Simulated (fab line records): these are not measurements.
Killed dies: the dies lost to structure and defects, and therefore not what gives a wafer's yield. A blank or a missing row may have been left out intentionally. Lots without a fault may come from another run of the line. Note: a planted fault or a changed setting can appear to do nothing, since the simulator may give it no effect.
Comparing a struck lot with a sound one || flow sky130 || 43 out of 708 route steps
Sound: these wafers, L422.2, L422.3, L422.5. The struck wafers were L431.1, L431.4, L431.5. Last of all comes the cause.
Order at every step that has rows: each side's tool, ch and its chambers, its first start. Under that, the readings that differ: sound wafers || struck wafers || difference of the means || sigmas: that difference in standard deviations of wafers without a fault.
alike: a reading whose means differ by less than 2 such deviations, as well as words and numbers matching on both sides. not compared: withheld readings; readings where some wafer has no value; bounds like >300 that might hide an equal value; numbers whose values overlap and for which the record gives no deviation.
A row with sigmas, a row that says differs or no value, or rows on one side alone: a step with any of these is where the two part. When numbers do not overlap yet have no deviation, they are printed without sigmas and do not part them. Lack of a reading on every wafer of one side parts them only where that side has two or more wafers.

first, 5 steps without rows for these wafers: SKY_POLY_GATE_COAT_08 (resist thk 450 nm); SKY_POLY_GATE_SOFTBAKE_09 (time 90 s); SKY_POLY_GATE_EXPOSE_10 (exposes mask P1M, target cd 150 nm); SKY_POLY_GATE_PEB_11; SKY_POLY_GATE_DEVELOP_12 (develop time 60 s).
SKY_POLY_GATE_CD_MEAS_13 targets a cd of 150 nm.
  sound on cd_sem-01, day 17 06:40; struck on cd_sem-02, day 20 23:56
  alike: cd_nm
SKY_POLY_GATE_OVL_MEAS_14:
  sound on overlay-02, day 17 06:46; struck on overlay-02, day 21 00:03
  alike: POLY_GATE_OVL
SKY_POLY_GATE_ETCH_15: etches BARC in N2/H2, stops on SiO2, time 118.5 s, target depth 110 nm.
  sound on rie_diel-04 ch 1,2,3, day 17 06:47; struck on rie_diel-04 ch 0,3, day 21 00:05
  alike: drypump_motor_current_A, oes_product_au, throttle_valve_pct
  not compared: rf_hours_counter_h
SKY_POLY_GATE_ETCH_16: etches Si3N4 in CH3F/O2, stops on poly-Si, time 147.5 s, target depth 75 nm.
  sound on rie_diel-04 ch 1,2,3, day 17 06:53; struck on rie_diel-04 ch 0,3, day 21 00:10
  alike: drypump_motor_current_A, oes_product_au, throttle_valve_pct
  not compared: rf_hours_counter_h
SKY_POLY_GATE_ETCH_17: etches poly-Si in HBr/Cl2, stops on SiO2, target depth 180 nm, time 70.5 s.
  sound on rie_si-01 ch 0,3, day 17 06:59; struck on rie_si-01 ch 0,1,2, day 21 00:16
  alike: drypump_motor_current_A, oes_product_au, throttle_valve_pct
  not compared: rf_hours_counter_h
SKY_POLY_GATE_STRIP_18: strips in O2/N2.
  sound on plasma_asher-02 ch 0,1, day 17 07:02; struck on plasma_asher-01 ch 0,1, day 21 00:19
  alike: drypump_motor_current_A, o2_flow_sccm, oes_product_au, strip_time_to_endpoint_s
  not compared: rf_hours_counter_h
then, 1 step without rows for these wafers: SKY_POLY_GATE_CLEAN_19 (cleans in SC1/SC2, time 150 s).
SKY_POLY_GATE_OXIDATION_20: stabilise 600 s, purge 300 s, target thk 4 nm.
  sound on furnace-02 ch 0, day 17 09:28; struck on furnace-02 ch 0, day 21 00:51
  alike: spike_tc_lower_C, spike_tc_top_C, zone_power_upper_pct
SKY_POLY_GATE_THK_MEAS_21:
  sound on film_metro-01, day 17 10:44; struck on film_metro-01, day 21 02:06
  alike: POLY_GATE_OXIDATION_THK
SKY_POLY_GATE_CD_MEAS_22:
  sound on cd_sem-02, day 17 10:49; struck on cd_sem-02, day 21 02:10
  alike: cd_nm
then, 7 steps without rows for these wafers: SKY_LDD_N_DEHYDRATE_00 (time 60 s); SKY_LDD_N_HMDS_01 (prime time 60 s); SKY_LDD_N_COAT_02 (resist thk 300 nm); SKY_LDD_N_SOFTBAKE_03 (time 60 s); SKY_LDD_N_EXPOSE_04 (exposes mask NTM, target cd 840 nm); SKY_LDD_N_PEB_05; SKY_LDD_N_DEVELOP_06 (develop time 60 s).
SKY_LDD_N_OVL_MEAS_07:
  sound on overlay-02, day 18 17:29; struck on overlay-02, day 22 08:11
  alike: LDD_N_OVL
then, 8 steps without rows for these wafers: SKY_LDD_N_IMPLANT_08; SKY_LDD_N_IMPLANT_09; SKY_LDD_N_IMPLANT_10; SKY_LDD_N_IMPLANT_11; SKY_LDD_N_IMPLANT_12; SKY_LDD_N_IMPLANT_13; SKY_LDD_N_IMPLANT_14; SKY_LDD_N_IMPLANT_15.
SKY_LDD_N_STRIP_16: strips in O2/N2.
  sound on plasma_asher-04 ch 1, day 18 18:43; struck on plasma_asher-04 ch 0,1, day 22 09:25
  alike: drypump_motor_current_A, o2_flow_sccm, oes_product_au, strip_time_to_endpoint_s
  not compared: rf_hours_counter_h
SKY_LDD_N_TW_MEAS_17:
  sound on film_metro-02, day 18 18:50; struck on film_metro-02, day 22 09:31
  alike: LDD_N_TW
then, 7 steps without rows for these wafers: SKY_LDD_P_DEHYDRATE_00 (time 60 s); SKY_LDD_P_HMDS_01 (prime time 60 s); SKY_LDD_P_COAT_02 (resist thk 1140 nm); SKY_LDD_P_SOFTBAKE_03 (time 60 s); SKY_LDD_P_EXPOSE_04 (exposes mask PSDM, target cd 380 nm); SKY_LDD_P_PEB_05; SKY_LDD_P_DEVELOP_06 (develop time 60 s).
SKY_LDD_P_CD_MEAS_07 targets a cd of 380 nm.
  sound on cd_sem-01, day 20 01:50; struck on cd_sem-01, day 23 15:31
  alike: cd_nm
SKY_LDD_P_OVL_MEAS_08:
  sound on overlay-02, day 20 01:56; struck on overlay-02, day 23 15:38
  alike: LDD_P_OVL
-- here the record skips 25 days between the struck wafers' starts before and after, leaving off in module LDD_P and picking up in module PAD_OPEN (first step shown: number 708 of the route) --
SKY_PAD_OPEN_PROBE_99:
  record: rows for the struck wafers here (prober-02, day 48 19:13), none for the sound ones

WHERE THEY PART
SKY_PAD_OPEN_PROBE_99 only, going by this record.

WHY: what the simulator had put in
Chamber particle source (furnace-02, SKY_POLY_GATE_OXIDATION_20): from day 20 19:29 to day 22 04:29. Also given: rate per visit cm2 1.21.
